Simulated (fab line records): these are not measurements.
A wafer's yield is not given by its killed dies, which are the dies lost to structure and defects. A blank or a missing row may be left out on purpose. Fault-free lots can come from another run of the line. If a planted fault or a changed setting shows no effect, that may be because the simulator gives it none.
Which tool did it? ; flow sky130 ; 6 lots with 18 wafers sampled at 3 steps, on a route of 708 steps

WHAT EACH GAUGE READ, for each wafer
SKY_GATE_OXIDE_TW_MEAS_14.
lot;measured;on;GATE_OXIDE_TW
L586;day 14 16:05;filmMetro-01;220.3 221.9 220.3
L591;day 16 13:22;filmMetro-01;230.2 229.0 228.9
L595;day 17 13:24;filmMetro-03;221.3 221.5 222.0
L601;day 19 22:32;filmMetro-01;222.6 222.4 223.4
L603;day 21 00:56;filmMetro-01;220.4 221.7 220.8
L607;day 21 22:24;filmMetro-01;220.4 220.5 221.4

WHAT TOOL EACH LOT RAN ON (gives the tool, then ch and the chambers of the sampled wafers, and finally the start)
lot;SKY_VT_ADJUST_PCH_STRIP_09;SKY_GATE_OXIDE_IMPLANT_11
L586;plasmaAsher-02 ch 0,1, day 11 05:02;implanter-02 ch 0, day 14 15:43
L591;plasmaAsher-04 ch 0,1, day 12 16:43;implanter-04 ch 0, day 16 13:01
L595;plasmaAsher-04 ch 0,1, day 13 16:02;implanter-03 ch 0, day 17 13:05
L601;plasmaAsher-03 ch 0, day 15 19:50;implanter-04 ch 0, day 19 22:11
L603;plasmaAsher-03 ch 0,1, day 16 19:23;implanter-02 ch 0, day 21 00:37
L607;plasmaAsher-04 ch 0,1, day 17 18:56;implanter-04 ch 0, day 21 22:04
- SKY_VT_ADJUST_PCH_STRIP_09: strips in O2/N2.
- SKY_GATE_OXIDE_IMPLANT_11

THE ANSWER, worked out from the rows above alone
Rule: the lots themselves supply what counts as usual. Put in order of their means at a reading, lots are off if they are a third of the lots or fewer, leave a main group of 4 or more, and stand apart from it by a gap of 3 or more times the standard deviation of the main group's means; of several such gaps the widest counts. A main group whose means are all the same, to the digits that the tables above print for the reading, isn't used. A lot without any number at a reading at which 4 lots or more have one is off too. Where the step has rows for the other lots, those lots are counted as sound.
Off: L591, seen at SKY_GATE_OXIDE_TW_MEAS_14 (GATE_OXIDE_TW). For the main group the mean is 221.4 and the standard deviation 0.76.
If a tool, at a process step before that reading, ran all the lots that are off and no sound lot after the first of them, it fits. Those tools and the gauges at SKY_GATE_OXIDE_TW_MEAS_14 are tried in the same way. None of those tried fits.

WHAT THE SIMULATOR HAD INSERTED
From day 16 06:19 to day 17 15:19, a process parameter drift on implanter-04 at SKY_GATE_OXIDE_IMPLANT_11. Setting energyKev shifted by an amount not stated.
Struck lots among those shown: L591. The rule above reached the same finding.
